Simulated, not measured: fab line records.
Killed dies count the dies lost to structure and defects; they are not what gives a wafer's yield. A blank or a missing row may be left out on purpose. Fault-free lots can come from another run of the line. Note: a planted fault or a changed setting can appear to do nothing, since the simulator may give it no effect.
Matching of chambers + flow gf180mcu + GF_V3_CMP_26 on cmp-02 has 4 sister chambers
The step polishes, stops on SiO2, t overpolish 15 s, target thk 0 nm. 36 wafers are shown with their chamber, then 12 later ones without.

WAFERS PAIRED WITH THEIR CHAMBERS
| wafer  | chamber | time_to_endpoint_s (s) | motor_current_A (A) | slurry_flow_ml_min |
|--------|---------|------------------------|---------------------|--------------------|
| L075.2 | 2       | 90                     | 10.9                | 151.0              |
| L075.4 | 1       | 81                     | 9.8                 | 150.3              |
| L075.5 | 0       | 84                     | 11.1                | 150.1              |
| L077.1 | 1       | 82                     | 10.2                | 150.0              |
| L077.3 | 0       | 80                     | 10.2                | 149.5              |
| L077.5 | 3       | 89                     | 10.0                | 150.2              |
| L081.1 | 0       | 78                     | 10.2                | 149.9              |
| L081.2 | 1       | 82                     | 10.0                | 149.3              |
| L081.6 | 0       | 81                     | 10.2                | 150.2              |
| L079.4 | 3       | 87                     | 10.6                | 149.7              |
| L079.5 | 2       | 85                     | 11.7                | 150.8              |
| L079.6 | 3       | 88                     | 10.4                | 149.9              |
| L080.3 | 3       | 87                     | 9.8                 | 150.1              |
| L080.5 | 2       | 85                     | 10.6                | 150.1              |
| L080.6 | 3       | 93                     | 10.6                | 150.5              |
| L084.1 | 3       | 92                     | 9.4                 | 149.6              |
| L084.2 | 0       | 81                     | 10.4                | 149.5              |
| L084.5 | 2       | 89                     | 11.0                | 150.3              |
| L085.2 | 0       | 81                     | 10.4                | 150.3              |
| L085.3 | 1       | 86                     | 9.8                 | 150.1              |
| L085.4 | 2       | 87                     | 10.9                | 150.7              |
| L086.2 | 0       | 81                     | 10.3                | 150.0              |
| L086.3 | 1       | 84                     | 10.0                | 149.8              |
| L086.5 | 0       | 82                     | 10.3                | 149.6              |
| L087.2 | 1       | 85                     | 9.9                 | 150.5              |
| L087.3 | 0       | 82                     | 10.5                | 149.6              |
| L087.5 | 2       | 88                     | 10.6                | 149.4              |
| L088.1 | 1       | 86                     | 9.9                 | 150.5              |
| L088.3 | 2       | 92                     | 11.6                | 150.3              |
| L088.6 | 0       | 83                     | 10.5                | 150.5              |
| L089.1 | 0       | 81                     | 10.3                | 150.6              |
| L089.3 | 3       | 91                     | 10.4                | 149.1              |
| L089.6 | 0       | 84                     | 9.8                 | 150.0              |
| L091.1 | 2       | 85                     | 11.3                | 150.2              |
| L091.2 | 1       | 83                     | 10.0                | 149.5              |
| L091.4 | 0       | 81                     | 10.2                | 150.7              |

SIGNATURES, as means of the wafers listed above
| reading            | chamber 0 | chamber 1 | chamber 2 | chamber 3 | scatter within a chamber |
|--------------------|-----------|-----------|-----------|-----------|--------------------------|
| time_to_endpoint_s | 81.46     | 83.62     | 87.62     | 89.57     | 2.1                      |
| motor_current_A    | 10.338    | 9.950     | 11.075    | 10.171    | 0.335                    |
| slurry_flow_ml_min | 150.038   | 150.000   | 150.350   | 149.871   | 0.448                    |
Rule: a wafer lies at a distance from a chamber equal to the root of the sum of squares, over the readings, of (its reading less the chamber's mean, divided by the reading's scatter). If the next closest chamber is less than 2 further off than the closest, the wafer can't be placed; otherwise it belongs to the closest. The scatter: take each reading less its chamber's mean, square it, sum over the shown wafers, divide by the number of wafers less the number of chambers, and take the root.

WAFERS WITHOUT THEIR CHAMBER
| wafer  | time_to_endpoint_s (s) | motor_current_A (A) | slurry_flow_ml_min |
|--------|------------------------|---------------------|--------------------|
| L092.3 | 83                     | 9.7                 | 150.6              |
| L092.5 | 88                     | 11.1                | 150.2              |
| L092.6 | 84                     | 9.6                 | 149.8              |
| L094.3 | 91                     | 11.3                | 149.6              |
| L094.5 | 85                     | 10.5                | 150.5              |
| L094.6 | 91                     | 11.5                | 150.2              |
| L095.1 | 85                     | 9.4                 | 150.4              |
| L095.2 | 83                     | 10.1                | 149.7              |
| L095.3 | 92                     | 10.6                | 149.6              |
| L097.1 | 88                     | 11.5                | 149.3              |
| L097.5 | 89                     | 10.5                | 149.9              |
| L097.6 | 88                     | 11.3                | 149.7              |

WHICH CHAMBER EACH WENT THROUGH
| wafer  | from the rows above               | in truth |
|--------|-----------------------------------|----------|
| L092.3 | can't be placed: 1 or 0           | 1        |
| L092.5 | 2                                 | 2        |
| L092.6 | can't be placed: 1 or 0           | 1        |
| L094.3 | can't be placed: 2 or 3           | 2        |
| L094.5 | can't be placed: 0 or 1 or 2 or 3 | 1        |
| L094.6 | 2                                 | 2        |
| L095.1 | can't be placed: 1 or 0 or 3      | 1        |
| L095.2 | can't be placed: 1 or 0           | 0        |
| L095.3 | can't be placed: 3 or 2           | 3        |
| L097.1 | can't be placed: 2 or 3           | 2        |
| L097.5 | can't be placed: 3 or 2           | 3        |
| L097.6 | can't be placed: 2 or 3           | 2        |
Placed correctly: 2 of 12. Not placeable from these rows: 10 (in 10, the candidates include the true chamber). 0 placed wrongly.
